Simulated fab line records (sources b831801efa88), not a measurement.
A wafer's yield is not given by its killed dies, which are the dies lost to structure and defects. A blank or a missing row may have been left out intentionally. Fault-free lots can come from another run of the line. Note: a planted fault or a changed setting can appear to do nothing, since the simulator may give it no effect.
The tool behind it: which one? -- flow sky130 -- 24 lots, 72 wafers sampled, at 4 steps of a route of 708

WHAT EACH GAUGE READ, for each wafer
SKY_SPACER_THK_MEAS_01. Usual: for SPACER_CVD_00_THK the level is 43.1 nm and the standard deviation is 0.41.
lot,measured,on,SPACER_CVD_00_THK (nm),flag
L074,day 23 03:42,film metro-03,42.5 42.3 42.9,
L075,day 23 15:08,film metro-01,43.3 43.2 43.3,
L076,day 23 19:07,film metro-02,42.9 43.1 43.1,
L077,day 24 07:17,film metro-02,42.7 42.7 42.7,
L078,day 24 17:27,film metro-03,43.0 43.0 42.8,
L079,day 24 20:45,film metro-02,42.9 42.6 42.8,
L080,day 25 07:52,film metro-03,42.4 42.9 42.4,
L081,day 25 15:08,film metro-01,44.0 43.5 43.2,
L082,day 26 03:42,film metro-02,43.0 43.3 43.2,
L083,day 26 09:55,film metro-03,43.4 42.8 43.1,
L084,day 26 17:19,film metro-01,43.8 43.2 44.1,
L085,day 27 02:19,film metro-03,43.6 43.3 43.5,
L086,day 27 11:39,film metro-01,43.1 43.2 43.3,
L087,day 27 17:00,film metro-03,43.9 43.7 43.5,
L088,day 28 01:11,film metro-02,43.3 43.1 43.7,
L089,day 28 11:35,film metro-03,43.2 43.4 43.4,
L090,day 28 16:47,film metro-02,43.5 43.3 43.6,
L091,day 29 05:28,film metro-01,42.2 42.5 42.5,
L092,day 29 13:07,film metro-03,43.4 43.6 43.5,
L093,day 29 16:50,film metro-02,43.0 42.4 42.6,
L094,day 30 01:40,film metro-01,42.8 42.8 43.1,
L095,day 30 07:53,film metro-03,43.6 43.5 43.3,
L096,day 30 13:10,film metro-03,43.5 43.6 43.6,
L097,day 31 06:27,film metro-01,42.5 42.6 42.5,

SKY_LI_CONTACT_OVL_MEAS_13. Usual: for LI_CONTACT_OVL the level is -1 nm and the standard deviation is 5.8.
lot,measured,on,LI_CONTACT_OVL (nm),flag
L074,day 29 08:39,overlay-01,7 -1 0,
L075,day 29 18:22,overlay-02,-6 0 -10,
L076,day 29 22:33,overlay-02,-2 3 -8,
L077,day 30 10:56,overlay-01,-12 -4 -7,
L078,day 30 19:19,overlay-01,-4 -2 10,
L079,day 30 22:33,overlay-02,-14 -12 -11,
L080,day 31 07:18,overlay-01,4 4 8,
L081,day 31 15:35,overlay-02,-3 5 0,
L082,day 32 03:49,overlay-02,1 3 4,
L083,day 32 09:30,overlay-02,1 -2 7,
L084,day 32 15:08,overlay-01,-1 -1 0,
L085,day 33 00:03,overlay-01,-15 -13 -13,
L086,day 33 07:18,overlay-02,-1 2 -4,
L087,day 33 14:21,overlay-02,1 2 7,
L088,day 33 21:28,overlay-01,1 -9 1,
L089,day 34 06:22,overlay-02,-12 1 -5,
L090,day 34 12:21,overlay-01,7 11 2,
L091,day 34 23:07,overlay-01,-3 -8 -2,
L092,day 35 06:37,overlay-01,3 11 9,
L093,day 35 10:24,overlay-02,-7 -6 -6,
L094,day 35 18:08,overlay-01,-5 -1 -4,
L095,day 36 00:15,overlay-01,3 1 4,
L096,day 36 06:13,overlay-01,0 6 1,
L097,day 36 22:12,overlay-02,-4 3 10,

SKY_VIA1_CD_MEAS_12 targets a cd of 150 nm. Usual: cd nm 149.8 nm, standard deviation 1.8.
lot,measured,on,cd nm (nm),flag
L074,day 34 03:41,cd sem-02,151.3 150.7 149.7,
L075,day 34 14:02,cd sem-01,150.2 149.2 151.9,
L076,day 34 18:23,cd sem-02,146.8 147.8 146.1,
L077,day 35 04:55,cd sem-02,152.7 150.8 151.0,
L078,day 35 12:20,cd sem-02,147.9 148.8 148.7,
L079,day 35 15:41,cd sem-02,147.4 147.1 147.6,
L080,day 36 00:29,cd sem-02,150.0 153.0 151.4,
L081,day 36 09:11,cd sem-01,149.1 150.3 149.5,
L082,day 36 21:46,cd sem-01,149.9 150.1 148.5,
L083,day 37 02:51,cd sem-01,152.5 151.6 152.5,
L084,day 37 08:32,cd sem-02,150.5 153.1 152.1,
L085,day 37 15:48,cd sem-02,151.8 154.0 152.3,
L086,day 37 22:38,cd sem-02,149.1 148.9 149.5,
L087,day 38 06:04,cd sem-02,147.7 147.0 147.9,
L088,day 38 13:19,cd sem-01,149.1 148.2 149.0,
L089,day 38 21:44,cd sem-02,147.6 146.4 146.2,
L090,day 39 02:12,cd sem-01,150.7 150.6 149.0,
L091,day 39 13:14,cd sem-01,147.7 149.2 148.2,
L092,day 39 18:23,cd sem-02,148.4 148.8 150.0,
L093,day 39 22:36,cd sem-02,149.3 148.4 147.5,
L094,day 40 07:38,cd sem-02,152.7 149.8 151.8,
L095,day 40 12:41,cd sem-02,151.2 151.8 153.2,
L096,day 40 18:23,cd sem-02,150.3 149.1 149.1,
L097,day 41 08:46,cd sem-01,150.2 150.6 149.8,

EACH LOT AND THE TOOL THAT RAN IT (in order: tool; ch and the chambers of the sampled wafers; start)
lot,SKY_FIELD_ISO_ETCH_14
L074,"rie diel-03 ch 0,2,3, day 2 06:27"
L075,"rie diel-01 ch 0,1,2, day 2 12:27"
L076,"rie diel-01 ch 0,3, day 2 16:39"
L077,"rie diel-01 ch 0,1, day 2 20:18"
L078,"rie diel-02 ch 0,1, day 3 01:48"
L079,"rie diel-02 ch 0,2,3, day 3 06:06"
L080,"rie diel-01 ch 1,2,3, day 3 11:21"
L081,"rie diel-01 ch 0,1,3, day 3 16:09"
L082,"rie diel-03 ch 1,2, day 3 23:15"
L083,"rie diel-03 ch 1,2,3, day 4 04:47"
L084,"rie diel-03 ch 0,2,3, day 4 08:41"
L085,"rie diel-02 ch 2,3, day 4 14:16"
L086,"rie diel-01 ch 1,2,3, day 4 19:26"
L087,"rie diel-03 ch 0,2, day 5 01:09"
L088,"rie diel-02 ch 1,2,3, day 5 05:39"
L089,"rie diel-03 ch 0,1, day 5 09:48"
L090,"rie diel-03 ch 0,1, day 5 16:45"
L091,"rie diel-02 ch 0,1, day 5 21:35"
L092,"rie diel-03 ch 0,2,3, day 6 04:11"
L093,"rie diel-03 ch 0,2,3, day 6 06:57"
L094,"rie diel-02 ch 0,2,3, day 6 12:32"
L095,"rie diel-03 ch 2,3, day 6 17:29"
L096,"rie diel-01 ch 0,2, day 6 22:47"
L097,"rie diel-02 ch 1,2,3, day 7 04:15"
- SKY_FIELD_ISO_ETCH_14: etches BARC in N2/H2, stops on SiO2, time 45.9 s, target depth 60 nm.

AS READ BY THE TOOLS THEMSELVES (means over the sampled wafers that have a number; for cases with no such wafer, the mark the record gives instead)
SKY_FIELD_ISO_ETCH_14. Usual: drypump motor current A 5.7 A, standard deviation 0.36; n2 flow sccm 100.0 sccm, standard deviation 0.33; oes product au 0.855 a.u., standard deviation 0.0049; throttle valve pct 13.224 %, standard deviation 0.009.
lot,tool,drypump motor current A (A),n2 flow sccm (sccm),oes product au (a.u.),throttle valve pct (%),flag
L074,rie diel-03,5.4,100.2,0.860,13.227,
L075,rie diel-01,5.6,100.0,0.856,13.220,
L076,rie diel-01,5.6,99.5,0.853,13.220,
L077,rie diel-01,5.6,99.8,0.855,13.228,
L078,rie diel-02,5.9,100.0,0.856,13.217,
L079,rie diel-02,6.0,100.0,0.854,13.218,
L080,rie diel-01,5.6,100.1,0.856,13.219,
L081,rie diel-01,5.6,99.8,0.853,13.220,
L082,rie diel-03,6.1,100.1,0.854,13.230,
L083,rie diel-03,5.8,100.0,0.856,13.220,
L084,rie diel-03,5.4,99.7,0.857,13.231,
L085,rie diel-02,5.7,99.9,0.856,13.219,
L086,rie diel-01,5.6,99.9,0.852,13.214,
L087,rie diel-03,5.6,99.8,0.856,13.221,
L088,rie diel-02,5.6,99.9,0.853,13.223,
L089,rie diel-03,5.9,99.9,0.854,13.222,
L090,rie diel-03,5.9,100.0,0.852,13.227,
L091,rie diel-02,6.2,100.2,0.854,13.213,
L092,rie diel-03,5.5,99.9,0.856,13.225,
L093,rie diel-03,5.4,99.9,0.852,13.222,
L094,rie diel-02,6.0,99.9,0.852,13.219,
L095,rie diel-03,5.5,100.2,0.857,13.224,
L096,rie diel-01,5.6,100.3,0.853,13.235,
L097,rie diel-02,5.6,99.9,0.853,13.219,

THE ANSWER, worked out from the rows above alone
Rule: a lot counts as off when the mean over its wafers that have a number is more than 3 standard deviations away from the usual mean. A lot without any number at a reading at which 4 lots or more have one is off too. Where the step has rows for the other lots, those lots are counted as sound. The gauges are gone through in route order, then the tools' own readings, and for those a lot's mean is taken as printed above. The first step at which some lot is off is used, and at that step the reading that is off furthest; a lot without a number counts as furthest.
Across all readings shown, no lot is off: no conclusion can be drawn from this.

WHAT THE SIMULATOR HAD PUT IN
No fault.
